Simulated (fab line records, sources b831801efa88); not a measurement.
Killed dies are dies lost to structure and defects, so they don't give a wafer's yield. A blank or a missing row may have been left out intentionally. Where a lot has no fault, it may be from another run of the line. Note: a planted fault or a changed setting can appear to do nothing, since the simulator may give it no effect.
fab line records | flow sky130
[record] lots = 14 wafers = 42 last_day = 50
route steps=708 shown SONOS_TUNNEL@165 VIA3@593 METAL4@602 PAD_OPEN@708
lots untouched by any fault: they come from a run of this same line in which no faults occurred
start_h: hours from the record's first day to the start of the lot's first wafer shown | wait_h: hours elapsed since this lot's preceding step | " same as the row above | L1.1+2: several wafers, shown together as one row | - either no value or no given start | * or withheld: withheld | < > ~ a bound
route shown NAME@n: names a module that has steps shown in the file, with the first one's number in the route | usual: average and standard deviation across the fault-free wafers | same: alike in all rows | chamber/n: place in a boat | sites: per-site readings | _std_site: their standard deviation | _edge_site: outer sites' mean less inner sites' | radius_mm: for every site, how far away it sits from the centre of the wafer | mask NAME#n: copy n | behind: the most recent tool/chamber to have shaped the wafer | hold: cause of the lot's hold/its duration in hours/its outcome | device: whichever transistor did not switch (one of n, p or np) | end of line: tests of these same wafers at the route's end | a step without rows: its recipe alone | killed: at the first sort, the dies lost to defects and structure; wafer yield is something else | map: a wafer's dies, x killed, . not, _ none there
set.NAME: the setting as run; set.NAME@STEP: as run at that earlier step | model.NAME: the simulator's own value behind a step, which no gauge read
one table for each step of the route and one row for each wafer, over a sample of lots
services: the hour from which a tool's chamber was out of use, counted from the record's first day as start_h (under 0 if before that day), plus the number of hours and why
[[steps]]
[step SKY_SONOS_TUNNEL_STRIP_11]
[recipe] chemistry = SPM time_s = 600 temp_c = 130
// columns lot.wafer tool chamber start_h wait_h
L855.1+3+4 wet_bench-02 0 255.58 0.0
L858.4+5+6 wet_bench-01 0 274.63 0.0
L859.4+5+6 wet_bench-02 3 281.04 0.0
L860.2+4+6 wet_bench-04 0 291.79 0.0
L864.1+4+6 wet_bench-02 3 325.39 0.0
L866.2+4+6 wet_bench-02 1 341.18 0.0
L868.1+2+4 wet_bench-01 1 355.23 0.0
L869.1+2+6 wet_bench-04 3 365.04 0.0
L870.1+4+6 wet_bench-01 3 368.58 0.0
L872.3+4+6 wet_bench-04 3 384.92 0.0
L873.1+4+6 wet_bench-01 3 387.97 0.0
L876.1+3+6 wet_bench-02 2 418.23 0.0
L877.2+5+6 wet_bench-04 2 426.62 0.0
L878.2+3+5 wet_bench-04 0 432.14 0.0
[step SKY_VIA3_SPUTTER_20]
[recipe] material = TiN target_thk_nm = 20 chamber_pressure_pa = 5 power_w = 4000 time_s = 80
[usual] throttle_valve_pct = 30.2/1.4
// columns lot.wafer tool chamber start_h wait_h throttle_valve_pct
L855.1 pvd_sputter-03 - 934.71 0.0 31.2
L855.3 " - " " 30.0
L855.4 " - " " 31.3
L858.4 pvd_sputter-02 - 951.66 0.0 30.8
L858.5 " - " " 32.4
L858.6 " - " " 31.0
L859.4 pvd_sputter-03 - 958.54 0.0 31.1
L859.5 " - " " 31.2
L859.6 " - " " 31.3
L860.2 pvd_sputter-01 - 971.64 0.0 27.6
L860.4 " - " " 31.0
L860.6 " - " " 31.6
L864.1 pvd_sputter-01 - 996.79 0.0 31.9
L864.4 " - " " 27.9
L864.6 " - " " 29.8
L866.2 pvd_sputter-03 - 1009.45 0.0 28.5
L866.4 " - " " 28.5
L866.6 " - " " 31.0
L868.1 pvd_sputter-01 - 1021.53 0.0 27.8
L868.2 " - " " 31.4
L868.4 " - " " 31.7
L869.1 pvd_sputter-01 - 1032.79 0.0 28.1
L869.2 " - " " 30.0
L869.6 " - " " 27.9
L870.1 pvd_sputter-03 - 1039.86 0.0 29.7
L870.4 " - " " 28.4
L870.6 " - " " 28.3
L872.3 pvd_sputter-03 - 1049.90 0.0 31.2
L872.4 " - " " 28.6
L872.6 " - " " 31.3
L873.1 pvd_sputter-02 - 1050.71 0.0 32.3
L873.4 " - " " 29.5
L873.6 " - " " 31.1
L876.1 pvd_sputter-03 - 1081.22 0.0 31.3
L876.3 " - " " 31.3
L876.6 " - " " 28.7
L877.2 pvd_sputter-02 - 1083.04 0.0 32.4
L877.5 " - " " 32.3
L877.6 " - " " 28.6
L878.2 pvd_sputter-02 - 1083.42 0.0 32.4
L878.3 " - " " 29.0
L878.5 " - " " 31.4
[step SKY_VIA3_THK_MEAS_23]
[recipe] thk_meas_gauge = xrf reads = W_of_VIA3_CVD_21
[usual] VIA3_W_THK = 401/7.4
// columns lot.wafer tool chamber start_h wait_h VIA3_W_THK[nm]
L855.1 film_metro-03 - 935.01 0.1 402
L855.3 " - " " 393
L855.4 " - " " 404
L858.4 film_metro-03 - 952.00 0.1 411
L858.5 " - " " 401
L858.6 " - " " 408
L859.4 film_metro-02 - 958.87 0.1 408
L859.5 " - " " 417
L859.6 " - " " 407
L860.2 film_metro-03 - 971.95 0.1 393
L860.4 " - " " 390
L860.6 " - " " 405
L864.1 film_metro-04 - 997.10 0.1 401
L864.4 " - " " 393
L864.6 " - " " 404
L866.2 film_metro-02 - 1009.77 0.1 402
L866.4 " - " " 402
L866.6 " - " " 393
L868.1 film_metro-03 - 1021.83 0.1 406
L868.2 " - " " 394
L868.4 " - " " 405
L869.1 film_metro-03 - 1033.10 0.1 405
L869.2 " - " " 388
L869.6 " - " " 389
L870.1 film_metro-04 - 1040.17 0.1 391
L870.4 " - " " 391
L870.6 " - " " 402
L872.3 film_metro-04 - 1050.22 0.1 400
L872.4 " - " " 391
L872.6 " - " " 393
L873.1 film_metro-02 - 1051.02 0.1 409
L873.4 " - " " 409
L873.6 " - " " 399
L876.1 film_metro-02 - 1081.53 0.1 391
L876.3 " - " " 409
L876.6 " - " " 407
L877.2 film_metro-02 - 1083.35 0.1 405
L877.5 " - " " 406
L877.6 " - " " 413
L878.2 film_metro-03 - 1083.73 0.1 401
L878.3 " - " " 404
L878.5 " - " " 414
[step SKY_METAL4_SPUTTER_04]
[recipe] material = TiN target_thk_nm = 70 power_w = 6500 time_s = 58.3 chamber_pressure_pa = 0.4
[usual] throttle_valve_pct = 29.8/1.2
// columns lot.wafer tool chamber start_h wait_h throttle_valve_pct
L855.1 pvd_sputter-03 - 935.48 0.0 28.4
L855.3 " - " " 31.4
L855.4 " - " " 30.0
L858.4 pvd_sputter-01 - 952.43 0.0 29.8
L858.5 " - " " 27.7
L858.6 " - " " 29.8
L859.4 pvd_sputter-04 - 959.31 0.0 31.4
L859.5 " - " " 28.7
L859.6 " - " " 28.5
L860.2 pvd_sputter-01 - 972.66 0.0 30.0
L860.4 " - " " 31.7
L860.6 " - " " 29.8
L864.1 pvd_sputter-03 - 997.56 0.0 28.6
L864.4 " - " " 31.3
L864.6 " - " " 28.6
L866.2 pvd_sputter-03 - 1010.22 0.0 28.6
L866.4 " - " " 31.2
L866.6 " - " " 31.3
L868.1 pvd_sputter-04 - 1022.30 0.0 29.3
L868.2 " - " " 28.8
L868.4 " - " " 31.3
L869.1 pvd_sputter-01 - 1033.91 0.0 29.9
L869.2 " - " " 27.7
L869.6 " - " " 31.1
L870.1 pvd_sputter-03 - 1041.36 0.0 28.6
L870.4 " - " " 31.3
L870.6 " - " " 28.4
L872.3 pvd_sputter-04 - 1051.15 0.0 29.0
L872.4 " - " " 31.1
L872.6 " - " " 28.5
L873.1 pvd_sputter-01 - 1051.48 0.0 31.0
L873.4 " - " " 31.6
L873.6 " - " " 30.7
L876.1 pvd_sputter-01 - 1081.99 0.0 27.8
L876.3 " - " " 29.8
L876.6 " - " " 27.7
L877.2 pvd_sputter-03 - 1083.81 0.0 29.6
L877.5 " - " " 28.5
L877.6 " - " " 30.0
L878.2 pvd_sputter-04 - 1084.41 0.0 29.3
L878.3 " - " " 28.9
L878.5 " - " " 29.2
[step SKY_PAD_OPEN_PROBE_99]
[usual] killed_at_M0_to_M3 = 43/6.6 killed_at_M4_up = 2.9/1.8 killed_at_contacts = 25/5.3 killed_at_front_end = 15/4.1 killed_at_other = 0.3/0.6 killed_dies = 86/8.8 killed_on_rim = 17/3.5 killed_open = 47/6.7 killed_short = 39/6.2
[same] gross_dies = 492 killed_at_back_side = 0
// columns lot.wafer tool chamber start_h wait_h hold killed_at_M0_to_M3 killed_at_M4_up killed_at_contacts killed_at_front_end killed_at_other killed_dies killed_on_rim killed_open killed_short
L855.1 prober-01 - 1080.28 0.1 - 42 0 23 11 0 76 15 44 32
L855.3 prober-01 - 1080.38 0.2 - 36 3 22 15 0 76 15 44 32
L855.4 prober-01 - 1080.43 0.2 - 39 1 22 18 0 80 18 43 37
L859.4 prober-01 - 1101.51 0.2 - 35 2 22 14 0 73 17 38 35
L859.5 prober-01 - 1101.56 0.2 - 39 3 31 13 0 86 17 49 37
L859.6 prober-01 - 1101.61 0.2 - 56 3 20 12 0 91 12 46 45
L864.1 prober-01 - 1136.14 0.1 await_dispo/3.0h/release 34 3 24 65 0 126 23 42 34
L864.4 prober-01 - 1136.29 0.2 await_dispo/3.0h/release 42 3 29 58 0 132 21 49 33
L864.6 prober-01 - 1136.39 0.2 await_dispo/3.0h/release 36 2 24 61 0 123 23 50 29
L866.2 prober-01 - 1141.71 0.1 await_dispo/2.8h/release 39 0 32 66 0 137 18 47 41
L866.4 prober-01 - 1141.81 0.2 await_dispo/2.8h/release 26 2 27 61 0 116 16 35 36
L866.6 prober-01 - 1141.91 0.2 await_dispo/2.8h/release 30 3 26 67 1 127 17 41 38
L868.1 prober-01 - 1154.46 0.1 - 42 5 28 12 0 87 14 50 37
L868.2 prober-01 - 1154.51 0.1 - 36 5 19 14 0 74 10 43 30
L868.4 prober-01 - 1154.61 0.2 - 49 6 25 16 4 100 17 46 52
L869.1 prober-02 - 1163.29 0.1 - 47 2 26 13 1 89 14 43 45
L869.2 prober-02 - 1163.34 0.1 - 38 3 27 18 2 88 10 49 38
L869.6 prober-02 - 1163.54 0.2 - 40 1 21 18 0 80 12 43 37
L872.3 prober-01 - 1176.62 0.2 - 38 3 30 8 0 79 16 43 36
L872.4 prober-01 - 1176.67 0.2 - 29 2 26 7 0 64 18 33 31
L872.6 prober-01 - 1176.77 0.2 - 43 8 17 15 0 83 16 39 44
// killed by level:class
L855.1 CONTACT:geometric_particle:open=11 VIA1:geometric_particle:open=10 METAL2:geometric_particle:short=9 VIA3:geometric_particle:open=5 LI_CONTACT:geometric_particle:open=4 VIA2:geometric_particle:open=4 FIELD_ISO:geometric_particle:short=3 FIELD_ISO:geometric_particle:open=3
L855.3 VIA1:geometric_particle:open=8 CONTACT:geometric_particle:open=7 LI_CONTACT:geometric_particle:open=7 METAL2:geometric_particle:short=6 VIA1:geometric_particle:short=6 FIELD_ISO:geometric_particle:open=5 CONTACT:geometric_particle:short=4 VIA3:geometric_particle:open=4
L855.4 VIA1:geometric_particle:open=9 VIA2:geometric_particle:open=9 CONTACT:geometric_particle:open=7 POLY_GATE:geometric_particle:short=6 METAL1:geometric_particle:short=5 LOCAL_INTERCONNECT:geometric_particle:short=5 FIELD_ISO:geometric_particle:open=4 POLY_GATE:geometric_particle:open=4
L859.4 CONTACT:geometric_particle:open=8 LI_CONTACT:geometric_particle:open=7 VIA1:geometric_particle:open=6 METAL3:geometric_particle:short=6 FIELD_ISO:geometric_particle:open=5 VIA2:geometric_particle:open=5 VIA3:geometric_particle:open=5 FIELD_ISO:geometric_particle:short=4
L859.5 LI_CONTACT:geometric_particle:open=13 VIA1:geometric_particle:open=12 CONTACT:geometric_particle:short=7 CONTACT:geometric_particle:open=6 METAL1:geometric_particle:short=6 FIELD_ISO:geometric_particle:open=5 METAL2:geometric_particle:short=5 VIA1:geometric_particle:short=4
L859.6 VIA1:geometric_particle:open=15 VIA2:geometric_particle:short=7 VIA1:geometric_particle:short=6 VIA3:geometric_particle:open=6 METAL2:geometric_particle:short=6 VIA2:geometric_particle:open=6 CONTACT:geometric_particle:short=5 LI_CONTACT:geometric_particle:open=5
L864.1 SONOS_TUNNEL:unspecified=50 LI_CONTACT:geometric_particle:open=8 VIA2:geometric_particle:open=8 CONTACT:geometric_particle:short=6 FIELD_ISO:geometric_particle:open=5 VIA3:geometric_particle:open=5 LOCAL_INTERCONNECT:geometric_particle:short=4 POLY_GATE:geometric_particle:short=4
L864.4 SONOS_TUNNEL:unspecified=50 VIA1:geometric_particle:open=12 LI_CONTACT:geometric_particle:open=10 CONTACT:geometric_particle:open=9 LI_CONTACT:geometric_particle:short=7 VIA2:geometric_particle:open=7 VIA3:geometric_particle:open=6 VIA1:geometric_particle:short=5
L864.6 SONOS_TUNNEL:unspecified=43 CONTACT:geometric_particle:open=10 VIA1:geometric_particle:open=8 LI_CONTACT:geometric_particle:open=7 VIA3:geometric_particle:open=7 VIA3:geometric_particle:short=6 FIELD_ISO:geometric_particle:open=5 POLY_GATE:geometric_particle:short=4
L866.2 SONOS_TUNNEL:unspecified=49 VIA1:geometric_particle:open=11 CONTACT:geometric_particle:open=11 LI_CONTACT:geometric_particle:open=10 METAL2:geometric_particle:short=9 POLY_GATE:geometric_particle:short=5 CONTACT:geometric_particle:short=4 METAL1:geometric_particle:short=4
L866.4 SONOS_TUNNEL:unspecified=44 LI_CONTACT:geometric_particle:open=11 METAL2:geometric_particle:short=6 VIA3:geometric_particle:open=6 FIELD_ISO:geometric_particle:open=5 FIELD_ISO:geometric_particle:short=5 VIA1:geometric_particle:short=5 LOCAL_INTERCONNECT:geometric_particle:short=4
L866.6 SONOS_TUNNEL:unspecified=48 CONTACT:geometric_particle:open=15 VIA1:geometric_particle:open=8 FIELD_ISO:geometric_particle:short=6 METAL2:geometric_particle:short=6 FIELD_ISO:geometric_particle:open=4 METAL1:geometric_particle:short=4 CONTACT:geometric_particle:short=4
L868.1 LI_CONTACT:geometric_particle:open=13 CONTACT:geometric_particle:open=9 VIA1:geometric_particle:open=7 VIA2:geometric_particle:open=6 METAL1:geometric_particle:short=6 METAL2:geometric_particle:short=6 VIA3:geometric_particle:open=5 POLY_GATE:geometric_particle:open=4
L868.2 CONTACT:geometric_particle:open=6 VIA1:geometric_particle:open=6 VIA3:geometric_particle:open=6 LI_CONTACT:geometric_particle:open=5 VIA2:geometric_particle:open=5 POLY_GATE:geometric_particle:short=4 METAL2:geometric_particle:open=4 CONTACT:geometric_particle:short=4
L868.4 VIA2:geometric_particle:open=10 LI_CONTACT:geometric_particle:open=8 CONTACT:geometric_particle:open=8 METAL1:geometric_particle:short=8 FIELD_ISO:geometric_particle:short=7 VIA3:geometric_particle:open=6 METAL2:geometric_particle:short=5 CONTACT:geometric_particle:short=5
L869.1 CONTACT:geometric_particle:open=11 VIA1:geometric_particle:short=9 VIA2:geometric_particle:open=8 VIA1:geometric_particle:open=7 POLY_GATE:geometric_particle:short=6 LI_CONTACT:geometric_particle:open=6 METAL2:geometric_particle:short=6 POLY_GATE:geometric_particle:open=5
L869.2 CONTACT:geometric_particle:open=12 POLY_GATE:geometric_particle:short=7 LI_CONTACT:geometric_particle:open=7 VIA3:geometric_particle:open=7 VIA1:geometric_particle:open=7 POLY_GATE:geometric_particle:open=6 METAL2:geometric_particle:short=5 VIA2:geometric_particle:short=5
L869.6 CONTACT:geometric_particle:open=10 VIA3:geometric_particle:open=8 VIA1:geometric_particle:open=7 VIA2:geometric_particle:open=6 FIELD_ISO:geometric_particle:short=5 VIA1:geometric_particle:short=5 POLY_GATE:geometric_particle:short=4 POLY_GATE:geometric_particle:open=4
L872.3 LI_CONTACT:geometric_particle:open=10 CONTACT:geometric_particle:open=10 METAL2:geometric_particle:short=7 VIA3:geometric_particle:open=7 VIA2:geometric_particle:open=6 METAL1:geometric_particle:short=6 VIA1:geometric_particle:open=5 CONTACT:geometric_particle:short=5
L872.4 LI_CONTACT:geometric_particle:open=11 VIA1:geometric_particle:open=9 LOCAL_INTERCONNECT:geometric_particle:short=5 CONTACT:geometric_particle:short=5 VIA2:geometric_particle:short=4 VIA1:geometric_particle:short=4 VIA3:geometric_particle:open=3 LI_CONTACT:geometric_particle:short=3
L872.6 VIA1:geometric_particle:short=8 VIA1:geometric_particle:open=8 LI_CONTACT:geometric_particle:short=7 METAL2:geometric_particle:short=6 CONTACT:geometric_particle:open=6 METAL4:geometric_particle:short=6 METAL1:geometric_particle:open=5 POLY_GATE:geometric_particle:open=4
[[services]]
// columns tool chamber start_h hours kind
pvd_sputter-04 - 248.11 7.3 repair
wet_bench-01 - 278.70 3.2 repair
wet_bench-04 - 322.41 2.1 repair
pvd_sputter-03 - 368.52 2.0 repair
pvd_sputter-01 - 404.10 0.5 repair
pvd_sputter-03 - 415.77 24.2 repair
pvd_sputter-01 - 449.45 1.7 repair
pvd_sputter-03 - 526.37 1.8 repair
wet_bench-04 - 577.49 0.6 repair
wet_bench-04 - 585.19 7.6 repair
pvd_sputter-03 - 609.86 18.5 repair
pvd_sputter-01 - 663.41 3.6 repair
pvd_sputter-01 - 668.51 1.2 repair
wet_bench-02 - 681.37 35.8 pm
wet_bench-04 - 757.03 1.9 repair
pvd_sputter-03 - 760.26 0.6 repair
pvd_sputter-03 - 804.38 1.4 repair
pvd_sputter-01 - 865.53 0.6 repair
pvd_sputter-01 - 890.58 10.3 repair
pvd_sputter-03 - 905.76 5.1 repair
pvd_sputter-01 - 925.37 2.8 repair
pvd_sputter-01 - 978.30 0.6 repair
pvd_sputter-01 - 995.90 0.6 repair
pvd_sputter-01 - 1082.31 2.5 repair
[[key]]
[first_sign] step = SKY_PAD_OPEN_PROBE_99 reading = killed_at_front_end direction = up sigmas = 12 usual = 15 struck = 63
[effect] step = SKY_PAD_OPEN_PROBE_99 reading = killed_dies direction = up sigmas = 4.7 usual = 86 struck = 127
met_at SKY_SONOS_TUNNEL_STRIP_11
struck_lots L864,L866
tester_left_out L864,L866
not_acting_at SKY_VIA3_SPUTTER_20,SKY_VIA3_THK_MEAS_23,SKY_METAL4_SPUTTER_04
onset_between 281.04 325.39
[fault] kind = chamber_particle_source tool = wet_bench-02 chamber = - onset_h = 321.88 steps = SKY_SONOS_TUNNEL_STRIP_11 rate_per_visit_cm2 = 0.72083 end_h = 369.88
// tester_left_out: of these lots the tester's yield and bins aren't shown, on N5 and GAA mostly nor the transistor test; their killed dies are dies lost to structure and defects alone, not to doping, threshold or leakage, so they don't give the yield
